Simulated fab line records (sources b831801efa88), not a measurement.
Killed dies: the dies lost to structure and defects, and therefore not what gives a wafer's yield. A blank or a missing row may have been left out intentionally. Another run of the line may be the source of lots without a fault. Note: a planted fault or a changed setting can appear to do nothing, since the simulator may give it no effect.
fab line records -- flow sky130
[record] lots = 14, wafers = 42, lastDay = 50
route steps=708 shown FIELD_ISO@14 SONOS_ONO@169 POLY_GATE@228
lots with no fault: from the same line, run without faults
startH: hours from the record's first day to the start of the lot's first wafer shown -- waitH: hours elapsed since this lot's preceding step -- " as in the row above -- L1.1+2: a single row standing in for several wafers -- - value missing, or start not given -- * or withheld: withheld -- < > ~ a bound
route shown NAME@n: names a module that has steps shown in the file, with the first one's number in the route -- usual: mean and standard deviation over wafers with no fault -- same: alike in all rows -- chamber/n: place in a boat -- sites: each site's reading -- _std_site: the values' standard deviation -- _edge_site: outer sites' mean less inner sites' -- radiusMm: for every site, how far away it sits from the centre of the wafer -- mask NAME#n: copy n -- behind: tool/chamber where the wafer was last shaped -- hold: why the lot went on hold/how many hours it stayed there/how the hold came to an end -- device: which transistor (n, p or np) failed to switch -- end of line: the same wafers' tests at the end of the route -- a step given without rows: its recipe and nothing more -- killed: dies lost to structure and defects at the first sort, not the wafer's yield -- map: a wafer's dies, x killed, . not, _ none there
set.NAME: setting as actually run; set.NAME@STEP: the setting as run at that earlier step -- model.NAME: the simulator's own value behind a step, which no gauge read
the route's steps for a sample of lots (tables are steps, rows are wafers)
services: when a tool's chamber went out of use (startH, in hours from the record's first day, below 0 if earlier), for how many hours, and the reason
[[steps]]
[step SKY_FIELD_ISO_CD_MEAS_13]
[recipe] targetCdNm = 150
[usual] cdNm = 149.8/1.6
lot.wafer,tool,chamber,startH,waitH,cdNm
L138.3,cdSem-02,-,28.31,-,150.9
L138.4,cdSem-02,-,28.31,-,150.1
L138.5,cdSem-02,-,28.31,-,151.3
L140.1,cdSem-01,-,40.12,-,149.6
L140.2,cdSem-01,-,40.12,-,151.7
L140.3,cdSem-01,-,40.12,-,150.2
L143.4,cdSem-02,-,54.41,-,147.7
L143.5,cdSem-02,-,54.41,-,147.4
L143.6,cdSem-02,-,54.41,-,146.6
L144.2,cdSem-01,-,61.14,-,150.5
L144.5,cdSem-01,-,61.14,-,151.9
L144.6,cdSem-01,-,61.14,-,150.7
L145.2,cdSem-01,-,66.22,-,151.0
L145.4,cdSem-01,-,66.22,-,152.0
L145.6,cdSem-01,-,66.22,-,150.9
L147.3,cdSem-02,-,76.64,-,150.4
L147.5,cdSem-02,-,76.64,-,150.2
L147.6,cdSem-02,-,76.64,-,149.5
L154.1,cdSem-01,-,112.02,-,150.4
L154.3,cdSem-01,-,112.02,-,148.3
L154.5,cdSem-01,-,112.02,-,149.3
L155.1,cdSem-01,-,117.35,-,149.5
L155.2,cdSem-01,-,117.35,-,151.6
L155.6,cdSem-01,-,117.35,-,150.6
L156.1,cdSem-01,-,122.30,-,151.6
L156.4,cdSem-01,-,122.30,-,153.4
L156.6,cdSem-01,-,122.30,-,152.3
L157.2,cdSem-01,-,128.98,-,148.7
L157.4,cdSem-01,-,128.98,-,149.6
L157.6,cdSem-01,-,128.98,-,150.3
L158.2,cdSem-02,-,132.72,-,148.5
L158.5,cdSem-02,-,132.72,-,148.5
L158.6,cdSem-02,-,132.72,-,148.1
L159.2,cdSem-01,-,138.92,-,151.0
L159.5,cdSem-01,-,138.92,-,151.0
L159.6,cdSem-01,-,138.92,-,152.3
L160.1,cdSem-01,-,142.55,-,149.1
L160.2,cdSem-01,-,142.55,-,147.9
L160.6,cdSem-01,-,142.55,-,148.8
L161.1,cdSem-01,-,149.36,-,149.3
L161.5,cdSem-01,-,149.36,-,149.7
L161.6,cdSem-01,-,149.36,-,149.0
[step SKY_SONOS_ONO_THK_MEAS_01]
[recipe] reads = SiO2_of_SONOS_ONO_OXIDATION_00
[usual] SONOS_ONO_OXIDATION_THK = 2.59/0.061
lot.wafer,tool,chamber,startH,waitH,SONOS_ONO_OXIDATION_THK[nm]
L138.3,filmMetro-03,-,250.68,0.0,2.55
L138.4,filmMetro-03,-,250.68,0.0,2.54
L138.5,filmMetro-03,-,250.68,0.0,2.50
L140.1,filmMetro-03,-,275.72,0.0,2.58
L140.2,filmMetro-03,-,275.72,0.0,2.58
L140.3,filmMetro-03,-,275.72,0.0,2.60
L143.4,filmMetro-03,-,292.75,0.0,2.51
L143.5,filmMetro-03,-,292.75,0.0,2.54
L143.6,filmMetro-03,-,292.75,0.0,2.50
L144.2,filmMetro-02,-,301.31,0.0,2.56
L144.5,filmMetro-02,-,301.31,0.0,2.61
L144.6,filmMetro-02,-,301.31,0.0,2.65
L145.2,filmMetro-03,-,309.80,0.0,2.53
L145.4,filmMetro-03,-,309.80,0.0,2.58
L145.6,filmMetro-03,-,309.80,0.0,2.62
L147.3,filmMetro-04,-,324.02,0.0,2.66
L147.5,filmMetro-04,-,324.02,0.0,2.63
L147.6,filmMetro-04,-,324.02,0.0,2.62
L154.1,filmMetro-03,-,380.17,0.0,2.51
L154.3,filmMetro-03,-,380.17,0.0,2.52
L154.5,filmMetro-03,-,380.17,0.0,2.56
L155.1,filmMetro-03,-,387.46,0.0,2.51
L155.2,filmMetro-03,-,387.46,0.0,2.48
L155.6,filmMetro-03,-,387.46,0.0,2.54
L156.1,filmMetro-02,-,393.68,0.0,2.66
L156.4,filmMetro-02,-,393.68,0.0,2.62
L156.6,filmMetro-02,-,393.68,0.0,2.61
L157.2,filmMetro-04,-,402.03,0.0,2.54
L157.4,filmMetro-04,-,402.03,0.0,2.60
L157.6,filmMetro-04,-,402.03,0.0,2.56
L158.2,filmMetro-04,-,408.58,0.0,2.54
L158.5,filmMetro-04,-,408.58,0.0,2.57
L158.6,filmMetro-04,-,408.58,0.0,2.55
L159.2,filmMetro-02,-,415.62,0.0,2.55
L159.5,filmMetro-02,-,415.62,0.0,2.50
L159.6,filmMetro-02,-,415.62,0.0,2.54
L160.1,filmMetro-04,-,426.09,0.0,2.53
L160.2,filmMetro-04,-,426.09,0.0,2.55
L160.6,filmMetro-04,-,426.09,0.0,2.59
L161.1,filmMetro-03,-,439.22,0.0,2.45
L161.5,filmMetro-03,-,439.22,0.0,2.48
L161.6,filmMetro-03,-,439.22,0.0,2.45
[step SKY_SONOS_ONO_CVD_04]
[recipe] material = SiO2, precursor = SiH4/N2O, targetThkNm = 5.7199, tempC = 900, pressureMtorr = 400
lot.wafer,tool,chamber,startH,waitH
L138.3+4+5,lpcvd-03,1,251.83,0.0
L140.1+2+3,lpcvd-03,1,277.56,0.1
L143.4+5+6,lpcvd-03,0,296.06,0.0
L144.2+5+6,lpcvd-03,1,302.47,0.0
L145.2+4+6,lpcvd-03,1,317.71,0.0
L147.3+5+6,lpcvd-03,1,327.73,0.0
L154.1+3+5,lpcvd-03,1,381.61,0.1
L155.1+2+6,lpcvd-03,0,391.82,0.1
L156.1+4+6,lpcvd-03,1,396.44,0.1
L157.2+4+6,lpcvd-03,0,404.84,0.0
L158.2+5+6,lpcvd-03,0,412.08,0.0
L159.2+5+6,lpcvd-03,1,417.48,0.0
L160.1+2+6,lpcvd-03,1,429.70,0.1
L161.1+5+6,lpcvd-03,0,440.98,0.1
[step SKY_SONOS_ONO_THK_MEAS_05]
[recipe] reads = SiO2_of_SONOS_ONO_CVD_04
[usual] SONOS_ONO_CVD_04_THK = 5.77/0.12
lot.wafer,tool,chamber,startH,waitH,SONOS_ONO_CVD_04_THK[nm]
L138.3,filmMetro-03,-,253.10,0.0,5.67
L138.4,filmMetro-03,-,253.10,0.0,5.72
L138.5,filmMetro-03,-,253.10,0.0,5.65
L140.1,filmMetro-02,-,278.81,0.0,5.80
L140.2,filmMetro-02,-,278.81,0.0,5.76
L140.3,filmMetro-02,-,278.81,0.0,5.79
L143.4,filmMetro-02,-,297.34,0.0,5.95
L143.5,filmMetro-02,-,297.34,0.0,5.92
L143.6,filmMetro-02,-,297.34,0.0,5.86
L144.2,filmMetro-04,-,303.73,0.0,5.66
L144.5,filmMetro-04,-,303.73,0.0,5.76
L144.6,filmMetro-04,-,303.73,0.0,5.76
L145.2,filmMetro-02,-,318.97,0.0,6.36
L145.4,filmMetro-02,-,318.97,0.0,6.39
L145.6,filmMetro-02,-,318.97,0.0,6.33
L147.3,filmMetro-04,-,329.04,0.1,6.30
L147.5,filmMetro-04,-,329.04,0.1,6.36
L147.6,filmMetro-04,-,329.04,0.1,6.28
L154.1,filmMetro-03,-,382.86,0.0,5.82
L154.3,filmMetro-03,-,382.86,0.0,5.81
L154.5,filmMetro-03,-,382.86,0.0,5.70
L155.1,filmMetro-03,-,393.07,0.0,5.71
L155.2,filmMetro-03,-,393.07,0.0,5.64
L155.6,filmMetro-03,-,393.07,0.0,5.75
L156.1,filmMetro-04,-,397.69,0.0,5.80
L156.4,filmMetro-04,-,397.69,0.0,5.74
L156.6,filmMetro-04,-,397.69,0.0,5.70
L157.2,filmMetro-02,-,406.10,0.0,5.81
L157.4,filmMetro-02,-,406.10,0.0,5.81
L157.6,filmMetro-02,-,406.10,0.0,5.85
L158.2,filmMetro-02,-,413.34,0.0,5.82
L158.5,filmMetro-02,-,413.34,0.0,5.80
L158.6,filmMetro-02,-,413.34,0.0,5.86
L159.2,filmMetro-03,-,418.74,0.0,5.72
L159.5,filmMetro-03,-,418.74,0.0,5.64
L159.6,filmMetro-03,-,418.74,0.0,5.64
L160.1,filmMetro-04,-,430.95,0.0,5.75
L160.2,filmMetro-04,-,430.95,0.0,5.73
L160.6,filmMetro-04,-,430.95,0.0,5.81
L161.1,filmMetro-04,-,442.23,0.0,5.79
L161.5,filmMetro-04,-,442.23,0.0,5.77
L161.6,filmMetro-04,-,442.23,0.0,5.77
[step SKY_POLY_GATE_OVL_MEAS_14]
[usual] POLY_GATE_OVL = 1/5.7
lot.wafer,tool,chamber,startH,waitH,POLY_GATE_OVL[nm]
L138.3,overlay-01,-,363.28,0.1,3
L138.4,overlay-01,-,363.28,0.1,-7
L138.5,overlay-01,-,363.28,0.1,3
L140.1,overlay-01,-,396.87,0.1,3
L140.2,overlay-01,-,396.87,0.1,1
L140.3,overlay-01,-,396.87,0.1,3
L143.4,overlay-02,-,416.49,0.1,5
L143.5,overlay-02,-,416.49,0.1,5
L143.6,overlay-02,-,416.49,0.1,-7
L144.2,overlay-01,-,427.66,0.1,-4
L144.5,overlay-01,-,427.66,0.1,-12
L144.6,overlay-01,-,427.66,0.1,2
L145.2,overlay-01,-,441.48,0.1,6
L145.4,overlay-01,-,441.48,0.1,-3
L145.6,overlay-01,-,441.48,0.1,4
L147.3,overlay-01,-,453.33,0.1,-4
L147.5,overlay-01,-,453.33,0.1,-5
L147.6,overlay-01,-,453.33,0.1,-9
L154.1,overlay-02,-,512.42,0.1,-2
L154.3,overlay-02,-,512.42,0.1,3
L154.5,overlay-02,-,512.42,0.1,-2
L155.1,overlay-01,-,523.40,0.1,-2
L155.2,overlay-01,-,523.40,0.1,8
L155.6,overlay-01,-,523.40,0.1,4
L156.1,overlay-01,-,528.07,0.1,8
L156.4,overlay-01,-,528.07,0.1,4
L156.6,overlay-01,-,528.07,0.1,-1
L157.2,overlay-02,-,537.13,0.1,-5
L157.4,overlay-02,-,537.13,0.1,-6
L157.6,overlay-02,-,537.13,0.1,-3
L158.2,overlay-01,-,543.28,0.1,-4
L158.5,overlay-01,-,543.28,0.1,-8
L158.6,overlay-01,-,543.28,0.1,-6
L159.2,overlay-02,-,548.41,0.1,3
L159.5,overlay-02,-,548.41,0.1,0
L159.6,overlay-02,-,548.41,0.1,-7
L160.1,overlay-02,-,560.77,0.1,7
L160.2,overlay-02,-,560.77,0.1,2
L160.6,overlay-02,-,560.77,0.1,-3
L161.1,overlay-01,-,570.52,0.1,2
L161.5,overlay-01,-,570.52,0.1,-1
L161.6,overlay-01,-,570.52,0.1,3
[[services]]
tool,chamber,startH,hours,kind
lpcvd-03,-,339.47,6.0,pm
[[key]]
[firstSign] step = SKY_SONOS_ONO_THK_MEAS_05, reading = SONOS_ONO_CVD_04_THK, direction = up, sigmas = 4.9, usual = 5.77, struck = 6.34
effect none on later readings
metAt SKY_SONOS_ONO_CVD_04
struckLots L145,L147
struckWafers L145.2,L145.4,L145.6,L147.3,L147.5,L147.6
testerLeftOut L145,L147
notActingAt SKY_FIELD_ISO_CD_MEAS_13,SKY_SONOS_ONO_THK_MEAS_01,SKY_POLY_GATE_OVL_MEAS_14
onsetBetween 302.47 317.71
[fault] kind = processParameterDrift, tool = lpcvd-03, chamber = 1, onsetH = 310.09, steps = SKY_SONOS_ONO_CVD_04, channel = targetThkNm, offset = 0.53934, shape = step, endH = 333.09, stated = 5.7199
// testerLeftOut: of these lots the tester's yield and bins aren't shown, on N5 and GAA mostly nor the transistor test; their killed dies are dies lost to structure and defects alone, not to doping, threshold or leakage, so they don't give the yield
